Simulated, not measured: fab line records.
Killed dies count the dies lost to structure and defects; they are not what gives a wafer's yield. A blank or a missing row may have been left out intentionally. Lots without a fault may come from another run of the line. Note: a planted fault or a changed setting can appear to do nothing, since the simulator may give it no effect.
fab line records	flow sky130	part 1 of 2: steps 1 to 42 of 43
record lots=6	wafers=18	lastDay=49
route steps=708 shown GATE_OXIDE@191 POLY_GATE@204 RES_PROTECT@206 PAD_OPEN@708
lots that met no fault: from a run of the same line without faults
startH: hours from the record's opening day to when the first of the lot's shown wafers began	waitH: hours from the lot's prior step to this one	" repeats the value in the row above	L1.1+2: several wafers, shown together as one row	- no value present, or no start provided	* or withheld: withheld	< > ~ a bound
route shown NAME@n: a module of which the file shows steps, and the number in the route of the first	usual: mean/standard deviation of fault-free wafers	same: alike in all rows	chamber/n: place in a boat	sites: readings site by site	_std_site: the standard deviation of these	_edge_site: outer sites' mean less inner sites'	radiusMm: for every site, how far away it sits from the centre of the wafer	mask NAME#n: copy n	behind: tool/chamber where the wafer was last shaped	hold: reason for holding the lot/hours on hold/outcome of the hold	device: the transistor (n, p or np) that didn't switch	end of line: tests run on the same wafers once the route is complete	a step without rows: its recipe alone	killed: at the first sort, the dies lost to defects and structure; wafer yield is something else	map: the dies of a wafer, with x for killed, . for not killed, _ for no die there
set.NAME: the setting the step ran with; set.NAME@STEP: the setting that earlier step ran with	model.NAME: the simulator's own value behind a step, which no gauge read
certain route steps with their lots: each step a table, each wafer a row
services: when a tool's chamber went out of use (startH, in hours from the record's first day, below 0 if earlier), for how many hours, and the reason
## steps
# step SKY_GATE_OXIDE_HMDS_04
# recipe primeTimeS=60	primeTempC=120
# step SKY_GATE_OXIDE_COAT_05
# recipe resist=NOVOLAK	spinRpm=3000	resistThkNm=1140
# step SKY_GATE_OXIDE_SOFTBAKE_06
# recipe tempC=90	timeS=60	resist=NOVOLAK
# step SKY_GATE_OXIDE_EXPOSE_07
# recipe maskId=LVOM	na=0.6	sourceShape=conventional	sigmaOuter=0.6	polarization=unpolarized	targetCdNm=600	doseMj=170
# step SKY_GATE_OXIDE_PEB_08
# recipe tempC=withheld	timeS=*	resist=NOVOLAK
# step SKY_GATE_OXIDE_DEVELOP_09
# recipe resist=NOVOLAK	developer=TMAH	developTimeS=60	devTempC=23
# step SKY_GATE_OXIDE_OVL_MEAS_10
# usual GATE_OXIDE_OVL=-0.6/1.4
lot.wafer	tool	chamber	startH	waitH	GATE_OXIDE_OVL[nm]
L205.2	overlay-02	-	332.13	0.1	1.4
L205.4	"	-	"	"	1.0
L205.5	"	-	"	"	0.3
L206.1	overlay-02	-	341.23	0.1	-0.6
L206.2	"	-	"	"	-2.7
L206.5	"	-	"	"	-1.0
L207.1	overlay-02	-	353.67	0.1	-0.8
L207.5	"	-	"	"	-2.6
L207.6	"	-	"	"	-2.0
L211.2	overlay-02	-	384.40	0.1	0.5
L211.4	"	-	"	"	0.1
L211.6	"	-	"	"	1.5
L215.1	overlay-01	-	424.49	0.1	-0.6
L215.3	"	-	"	"	-0.1
L215.4	"	-	"	"	-1.5
L220.1	overlay-01	-	461.13	0.1	-1.3
L220.3	"	-	"	"	0.3
L220.4	"	-	"	"	-1.1
# step SKY_GATE_OXIDE_IMPLANT_11
# recipe species=B	energyKev=10	doseCm2=2.6e+12	tiltDeg=withheld
# step SKY_GATE_OXIDE_WET_ETCH_12
# recipe chemistry=dHF	targetDepthNm=16.8	dry=n2Spin	target=SiO2	dilution=100:1	tempC=25	timeS=336
# step SKY_GATE_OXIDE_STRIP_13
# recipe chemistry=O2/N2	powerW=1400	pressureMtorr=1500	platenTempC=withheld	o2FlowSccm=3000	n2FlowSccm=300	overashFraction=0.5
# usual drypumpMotorCurrentA=6.0/0.44	oesProductAu=0.716/0.0047	stripTimeToEndpointS=14.19/0.034
lot.wafer	tool	chamber	startH	waitH	drypumpMotorCurrentA	oesProductAu	rfHoursCounterH	stripTimeToEndpointS
L205.2	plasmaAsher-04	0	332.41	0.0	6.2	0.717	20	14.18
L205.4	"	1	"	"	6.2	0.715	-	14.20
L205.5	"	0	"	"	6.2	0.709	-	14.17
L206.1	plasmaAsher-01	1	341.52	0.0	6.0	0.720	53	14.19
L206.2	"	0	"	"	6.1	0.715	53	14.22
L206.5	"	1	"	"	6.0	0.713	-	14.17
L207.1	plasmaAsher-02	1	353.97	0.0	5.1	0.715	66	14.16
L207.5	"	0	"	"	6.4	0.718	-	14.15
L207.6	"	1	"	"	5.0	0.709	-	14.18
L211.2	plasmaAsher-02	0	384.70	0.0	6.4	0.716	69	14.21
L211.4	"	0	"	"	6.4	0.723	-	14.19
L211.6	"	1	"	"	5.1	0.714	-	14.19
L215.1	plasmaAsher-01	0	424.78	0.0	6.2	0.717	61	14.19
L215.3	"	1	"	"	5.9	0.718	-	14.21
L215.4	"	0	"	"	6.2	0.718	-	14.14
L220.1	plasmaAsher-04	0	461.42	0.0	6.1	0.717	33	14.17
L220.3	"	0	"	"	6.1	0.712	-	14.16
L220.4	"	1	"	"	6.3	0.715	-	14.20
# step SKY_GATE_OXIDE_TW_MEAS_14
# usual GATE_OXIDE_TW=224.4/1.1
lot.wafer	tool	chamber	startH	waitH	GATE_OXIDE_TW
L205.2	filmMetro-01	-	332.52	0.1	225.1
L205.4	"	-	"	"	224.2
L205.5	"	-	"	"	224.6
L206.1	filmMetro-01	-	341.62	0.1	226.8
L206.2	"	-	"	"	227.0
L206.5	"	-	"	"	227.6
L207.1	filmMetro-01	-	354.07	0.1	225.6
L207.5	"	-	"	"	226.1
L207.6	"	-	"	"	225.6
L211.2	filmMetro-02	-	384.81	0.1	223.9
L211.4	"	-	"	"	224.8
L211.6	"	-	"	"	224.2
L215.1	filmMetro-02	-	424.88	0.1	223.1
L215.3	"	-	"	"	222.1
L215.4	"	-	"	"	222.8
L220.1	filmMetro-01	-	461.52	0.1	224.2
L220.3	"	-	"	"	223.8
L220.4	"	-	"	"	224.3
# step SKY_GATE_OXIDE_CLEAN_15
# recipe chemistry=SC1/SC2	mix=1:4:20	tempC=70	timeS=150	dry=n2Spin
# step SKY_GATE_OXIDE_OXIDATION_16
# recipe tempC=800	ambient=O2	idleTempC=700	rampUpCPerMin=10	rampDownCPerMin=3	stabiliseS=600	purgeS=300	targetThkA=35.7	oxTimeS=1915
# usual rampUpCPerMin=10.000/0.002	spikeTcTopC=813.6/1.2	zonePowerCentrePct=15.3/0.46
lot.wafer	tool	chamber	startH	waitH	rampUpCPerMin	spikeTcTopC	zonePowerCentrePct
L205.2	furnace-02	0	334.00	1.3	10.004	811.5	15.1
L205.4	"	0	"	"	10.002	813.8	14.8
L205.5	"	0	"	"	9.9988	811.9	14.5
L206.1	furnace-02	0	342.77	1.0	10.000	811.5	14.9
L206.2	"	0	"	"	10.003	812.8	14.9
L206.5	"	0	"	"	9.9985	812.6	14.8
L207.1	furnace-02	0	354.38	0.2	10.001	814.3	15.0
L207.5	"	0	"	"	9.9993	814.2	15.0
L207.6	"	0	"	"	10.000	811.4	15.0
L211.2	furnace-01	0	384.91	0.0	10.001	815.2	15.8
L211.4	"	0	"	"	10.001	814.4	15.8
L211.6	"	0	"	"	9.9988	813.4	15.8
L215.1	furnace-02	0	426.46	1.5	10.004	811.1	14.9
L215.3	"	0	"	"	10.004	813.2	14.9
L215.4	"	0	"	"	9.9971	812.7	14.8
L220.1	furnace-02	0	462.06	0.4	9.9973	813.1	15.0
L220.3	"	0	"	"	10.001	812.8	15.1
L220.4	"	0	"	"	10.001	812.8	14.9
# step SKY_POLY_GATE_CVD_00
# recipe material=poly-Si	targetThkNm=180	tempC=620	timeS=720	pressureMtorr=200
# step SKY_POLY_GATE_THK_MEAS_01
# recipe reads=poly-Si_of_POLY_GATE_CVD_00
# usual POLY_GATE_CVD_00_THK=178.7/1.4
lot.wafer	tool	chamber	startH	waitH	POLY_GATE_CVD_00_THK[nm]
L205.2	filmMetro-02	-	336.75	0.0	176.1
L205.4	"	-	"	"	178.2
L205.5	"	-	"	"	178.3
L206.1	filmMetro-03	-	345.50	0.0	180.5
L206.2	"	-	"	"	178.5
L206.5	"	-	"	"	177.4
L207.1	filmMetro-03	-	357.12	0.0	177.2
L207.5	"	-	"	"	177.7
L207.6	"	-	"	"	177.6
L211.2	filmMetro-04	-	388.25	0.0	177.8
L211.4	"	-	"	"	178.7
L211.6	"	-	"	"	179.3
L215.1	filmMetro-03	-	429.79	0.0	179.1
L215.3	"	-	"	"	181.4
L215.4	"	-	"	"	182.0
L220.1	filmMetro-03	-	465.55	0.0	180.4
L220.3	"	-	"	"	179.3
L220.4	"	-	"	"	178.4
# step SKY_RES_PROTECT_DEHYDRATE_00
# recipe tempC=200	timeS=60
# step SKY_RES_PROTECT_HMDS_01
# recipe primeTimeS=60	primeTempC=120
# step SKY_RES_PROTECT_COAT_02
# recipe resist=NOVOLAK	spinRpm=3000	resistThkNm=1140
# step SKY_RES_PROTECT_SOFTBAKE_03
# recipe tempC=90	timeS=60	resist=NOVOLAK
# step SKY_RES_PROTECT_EXPOSE_04
# recipe maskId=RPM	na=0.6	sourceShape=conventional	sigmaOuter=0.6	polarization=unpolarized	targetCdNm=1270	doseMj=131
# step SKY_RES_PROTECT_PEB_05
# recipe tempC=withheld	timeS=*	resist=NOVOLAK
# step SKY_RES_PROTECT_DEVELOP_06
# recipe resist=NOVOLAK	developer=TMAH	developTimeS=60	devTempC=23
# step SKY_POLY_GATE_IMPLANT_02
# recipe species=P	energyKev=30	doseCm2=7.7e+15	tiltDeg=0
# step SKY_RES_PROTECT_STRIP_07
# recipe chemistry=O2/N2	powerW=1400	pressureMtorr=1500	platenTempC=withheld	o2FlowSccm=3000	n2FlowSccm=300	overashFraction=0.5
# usual drypumpMotorCurrentA=6.06/0.18	oesProductAu=0.517/0.0042	stripTimeToEndpointS=23.31/0.044
lot.wafer	tool	chamber	startH	waitH	drypumpMotorCurrentA	oesProductAu	rfHoursCounterH	stripTimeToEndpointS
L205.2	plasmaAsher-04	0	364.19	0.1	6.16	0.519	23	23.32
L205.4	"	1	"	"	6.25	0.512	-	23.29
L205.5	"	1	"	"	6.23	0.513	-	23.30
L206.1	plasmaAsher-03	1	373.27	0.1	5.90	0.521	71	23.34
L206.2	"	0	"	"	5.69	0.520	71	23.29
L206.5	"	0	"	"	5.69	0.524	-	23.36
L207.1	plasmaAsher-03	0	385.37	0.1	5.68	0.521	72	23.25
L207.5	"	1	"	"	5.88	0.524	-	23.32
L207.6	"	0	"	"	5.70	0.513	-	23.23
L211.2	plasmaAsher-04	0	417.25	0.1	6.13	0.520	28	23.36
L211.4	"	0	"	"	6.14	0.512	-	23.30
L211.6	"	0	"	"	6.16	0.521	-	23.29
L215.1	plasmaAsher-01	1	460.64	0.1	5.94	0.511	65	23.33
L215.3	"	0	"	"	6.13	0.519	-	23.31
L215.4	"	1	"	"	5.93	0.508	-	23.29
L220.1	plasmaAsher-01	0	496.14	0.1	6.15	0.518	68	23.27
L220.3	"	0	"	"	6.16	0.519	-	23.30
L220.4	"	1	"	"	5.96	0.516	-	23.28
# step SKY_RES_PROTECT_TW_MEAS_08
# usual POLY_GATE_TW=4012/30
lot.wafer	tool	chamber	startH	waitH	POLY_GATE_TW
L205.2	filmMetro-04	-	364.30	0.1	3976
L205.4	"	-	"	"	4001
L205.5	"	-	"	"	3982
L206.1	filmMetro-03	-	373.37	0.1	4091
L206.2	"	-	"	"	4098
L206.5	"	-	"	"	4068
L207.1	filmMetro-03	-	385.47	0.1	4038
L207.5	"	-	"	"	4053
L207.6	"	-	"	"	4020
L211.2	filmMetro-03	-	417.36	0.1	4007
L211.4	"	-	"	"	4009
L211.6	"	-	"	"	4034
L215.1	filmMetro-04	-	460.74	0.1	3983
L215.3	"	-	"	"	3991
L215.4	"	-	"	"	4007
L220.1	filmMetro-03	-	496.24	0.1	4027
L220.3	"	-	"	"	4028
L220.4	"	-	"	"	4009
# step SKY_RES_PROTECT_CLEAN_09
# recipe chemistry=SC1/SC2	mix=1:4:20	tempC=70	timeS=150	dry=n2Spin
# step SKY_POLY_GATE_CVD_03
# recipe material=Si3N4	precursor=DCS/NH3	targetThkNm=75	tempC=770	timeS=1290	pressureMtorr=250
# step SKY_POLY_GATE_THK_MEAS_04
# recipe reads=Si3N4_of_POLY_GATE_CVD_03
# usual POLY_GATE_CVD_03_THK=75.0/0.71
lot.wafer	tool	chamber	startH	waitH	POLY_GATE_CVD_03_THK[nm]
L205.2	filmMetro-04	-	366.43	0.0	75.5
L205.4	"	-	"	"	75.9
L205.5	"	-	"	"	75.6
L206.1	filmMetro-02	-	376.13	0.0	75.7
L206.2	"	-	"	"	75.8
L206.5	"	-	"	"	76.1
L207.1	filmMetro-04	-	386.94	0.0	74.4
L207.5	"	-	"	"	75.1
L207.6	"	-	"	"	74.7
L211.2	filmMetro-03	-	418.88	0.0	74.0
L211.4	"	-	"	"	74.8
L211.6	"	-	"	"	75.0
L215.1	filmMetro-03	-	462.94	0.0	74.4
L215.3	"	-	"	"	74.8
L215.4	"	-	"	"	74.6
L220.1	filmMetro-02	-	498.75	0.0	74.6
L220.3	"	-	"	"	74.6
L220.4	"	-	"	"	74.7
# step SKY_POLY_GATE_DEHYDRATE_05
# recipe tempC=200	timeS=60
# step SKY_POLY_GATE_HMDS_06
# recipe primeTimeS=60	primeTempC=120
# step SKY_POLY_GATE_COAT_07
# recipe resist=BARC	tempC=withheld	timeS=withheld	spinRpm=3000	resistThkNm=110
# step SKY_POLY_GATE_COAT_08
# recipe resist=KrF-thick	spinRpm=3000	resistThkNm=450
# step SKY_POLY_GATE_SOFTBAKE_09
# recipe tempC=100	timeS=90	resist=KrF-thick
# step SKY_POLY_GATE_EXPOSE_10
# recipe maskId=P1M	na=0.68	sourceShape=conventional	sigmaOuter=0.6	targetCdNm=150	doseMj=28
# step SKY_POLY_GATE_PEB_11
# recipe pebTempC=withheld	pebTimeS=withheld	resist=KrF-thick
# step SKY_POLY_GATE_DEVELOP_12
# recipe developTimeS=60	resist=KrF-thick	devTempC=21
# step SKY_POLY_GATE_CD_MEAS_13
# recipe targetCdNm=150
# usual cdNm=150.0/1.3
lot.wafer	tool	chamber	startH	waitH	cdNm
L205.2	cdSem-02	-	394.64	-	150.0
L205.4	"	-	"	"	150.5
L205.5	"	-	"	"	150.4
L206.1	cdSem-01	-	405.80	-	151.3
L206.2	"	-	"	"	149.2
L206.5	"	-	"	"	151.7
L207.1	cdSem-02	-	416.15	-	148.8
L207.5	"	-	"	"	149.3
L207.6	"	-	"	"	149.4
L211.2	cdSem-01	-	449.74	-	149.3
L211.4	"	-	"	"	149.5
L211.6	"	-	"	"	149.2
L215.1	cdSem-01	-	493.67	-	149.2
L215.3	"	-	"	"	149.2
L215.4	"	-	"	"	148.9
L220.1	cdSem-02	-	528.89	-	150.3
L220.3	"	-	"	"	149.0
L220.4	"	-	"	"	151.3
# step SKY_POLY_GATE_OVL_MEAS_14
# usual POLY_GATE_OVL=2/5.1
lot.wafer	tool	chamber	startH	waitH	POLY_GATE_OVL[nm]
L205.2	overlay-02	-	394.75	0.1	6
L205.4	"	-	"	"	-1
L205.5	"	-	"	"	1
L206.1	overlay-02	-	405.92	0.1	-3
L206.2	"	-	"	"	-3
L206.5	"	-	"	"	6
L207.1	overlay-01	-	416.27	0.1	4
L207.5	"	-	"	"	-2
L207.6	"	-	"	"	1
L211.2	overlay-01	-	449.85	0.1	8
L211.4	"	-	"	"	7
L211.6	"	-	"	"	10
L215.1	overlay-01	-	493.79	0.1	-7
L215.3	"	-	"	"	-7
L215.4	"	-	"	"	-5
L220.1	overlay-01	-	529.01	0.1	4
L220.3	"	-	"	"	-2
L220.4	"	-	"	"	4
# step SKY_POLY_GATE_ETCH_15
# recipe chemistry=N2/H2	target=BARC	ionEnergyEv=200	sourceW=500	biasW=100	pressureMtorr=30	n2FlowSccm=100	h2FlowSccm=200	stopOn=SiO2	timeS=118.5	targetDepthA=1100
# step SKY_POLY_GATE_ETCH_16
# recipe stopOn=poly-Si	chemistry=CH3F/O2	target=Si3N4	sourceW=400	biasW=80	pressureMtorr=25	ch3fFlowSccm=40	O2_flow_sccm=30	timeS=147.5	targetDepthA=750
# usual biasW=79.99/0.25	drypumpMotorCurrentA=5.8/0.44	oesProductAu=0.640/0.0053	throttleValvePct=10.536/0.0093
lot.wafer	tool	chamber	startH	waitH	biasW	drypumpMotorCurrentA	oesProductAu	rfHoursCounterH	throttleValvePct
L205.2	rieDiel-03	2	394.86	0.0	79.83	5.3	0.643	1	10.545
L205.4	"	3	"	"	79.88	5.5	0.643	57	10.524
L205.5	"	3	"	"	79.42	5.5	0.639	-	10.537
L206.1	rieDiel-04	0	406.03	0.0	79.95	6.1	0.645	14	10.536
L206.2	"	3	"	"	80.58	5.3	0.641	72	10.529
L206.5	"	3	"	"	80.26	5.3	0.637	-	10.541
L207.1	rieDiel-04	3	416.38	0.0	80.46	5.3	0.637	72	10.541
L207.5	"	1	"	"	80.18	5.9	0.641	-	10.533
L207.6	"	0	"	"	80.27	6.1	0.634	-	10.522
L211.2	rieDiel-03	2	449.96	0.0	80.37	5.4	0.631	1	10.563
L211.4	"	0	"	"	79.97	6.6	0.646	2	10.545
L211.6	"	0	"	"	80.20	6.6	0.654	-	10.528
L215.1	rieDiel-04	3	493.91	0.0	80.07	5.4	0.635	73	10.554
L215.3	"	2	"	"	79.39	5.7	0.635	10	10.536
L215.4	"	0	"	"	80.03	6.1	0.637	15	10.537
L220.1	rieDiel-03	3	529.13	0.0	79.68	5.5	0.637	60	10.544
L220.3	"	0	"	"	79.98	6.6	0.630	4	10.520
L220.4	"	0	"	"	80.17	6.6	0.641	-	10.530
# step SKY_POLY_GATE_ETCH_17
# recipe targetDepthNm=180	stopOn=SiO2	overEtchFrac=0.56667	chemistry=HBr/Cl2	target=poly-Si	icpW=400	biasW=100	pressureMtorr=10	HBr_flow_sccm=150	Cl2_flow_sccm=50	timeS=70.5
# usual biasW=99.97/0.28	drypumpMotorCurrentA=5.8/0.7	oesProductAu=0.983/0.0078	throttleValvePct=33.683/0.0088
lot.wafer	tool	chamber	startH	waitH	biasW	drypumpMotorCurrentA	oesProductAu	rfHoursCounterH	throttleValvePct
L205.2	rieSi-01	2	394.96	0.0	99.91	6.7	0.984	3	33.686
L205.4	"	3	"	"	99.69	4.9	0.978	55	33.671
L205.5	"	3	"	"	100.37	4.9	0.988	-	33.690
L206.1	rieSi-02	2	406.13	0.0	99.41	6.4	0.982	2	33.678
L206.2	"	0	"	"	99.97	5.2	0.992	40	33.683
L206.5	"	3	"	"	100.07	5.3	0.982	-	33.695
L207.1	rieSi-01	1	416.48	0.0	99.98	6.3	0.976	6	33.677
L207.5	"	3	"	"	99.87	4.9	0.979	-	33.669
L207.6	"	2	"	"	99.90	6.7	0.978	-	33.692
L211.2	rieSi-01	0	450.06	0.0	100.49	5.1	0.985	1	33.693
L211.4	"	2	"	"	100.40	6.7	0.980	4	33.686
L211.6	"	0	"	"	100.03	5.1	0.997	-	33.682
L215.1	rieSi-01	0	494.01	0.0	99.46	5.2	0.986	1	33.686
L215.3	"	2	"	"	100.17	6.7	0.977	4	33.675
L215.4	"	3	"	"	99.94	4.9	0.987	56	33.681
L220.1	rieSi-02	0	529.23	0.0	99.86	5.2	1.002	41	33.677
L220.3	"	2	"	"	100.17	6.4	0.981	3	33.679
L220.4	"	3	"	"	100.05	5.3	0.983	3	33.678
# step SKY_POLY_GATE_STRIP_18
# recipe chemistry=O2/N2	powerW=1400	pressureMtorr=1500	platenTempC=withheld	o2FlowSccm=3000	n2FlowSccm=300	overashFraction=0.5
# usual drypumpMotorCurrentA=5.9/0.53	oesProductAu=0.361/0.0049	stripTimeToEndpointS=3.18/0.032
lot.wafer	tool	chamber	startH	waitH	drypumpMotorCurrentA	oesProductAu	rfHoursCounterH	stripTimeToEndpointS
L205.2	plasmaAsher-04	1	395.01	0.0	6.2	0.364	26	3.20
L205.4	"	0	"	"	6.1	0.356	-	3.18
L205.5	"	0	"	"	6.1	0.360	-	3.16
L206.1	plasmaAsher-02	1	406.19	0.0	5.1	0.363	71	3.23
L206.2	"	0	"	"	6.4	0.357	71	3.16
L206.5	"	1	"	"	5.1	0.369	-	3.18
L207.1	plasmaAsher-03	0	416.54	0.0	5.7	0.361	75	3.15
L207.5	"	1	"	"	5.9	0.363	-	3.14
L207.6	"	0	"	"	5.7	0.348	-	3.19
L211.2	plasmaAsher-02	1	450.11	0.0	5.0	0.371	76	3.15
L211.4	"	1	"	"	5.1	0.363	-	3.18
L211.6	"	0	"	"	6.4	0.355	-	3.15
L215.1	plasmaAsher-02	0	494.06	0.0	6.4	0.356	80	3.17
L215.3	"	1	"	"	5.1	0.369	-	3.25
L215.4	"	0	"	"	6.4	0.361	-	3.22
L220.1	plasmaAsher-02	1	529.29	0.0	5.1	0.370	84	3.14
L220.3	"	0	"	"	6.4	0.369	-	3.18
L220.4	"	1	"	"	5.0	0.355	-	3.17
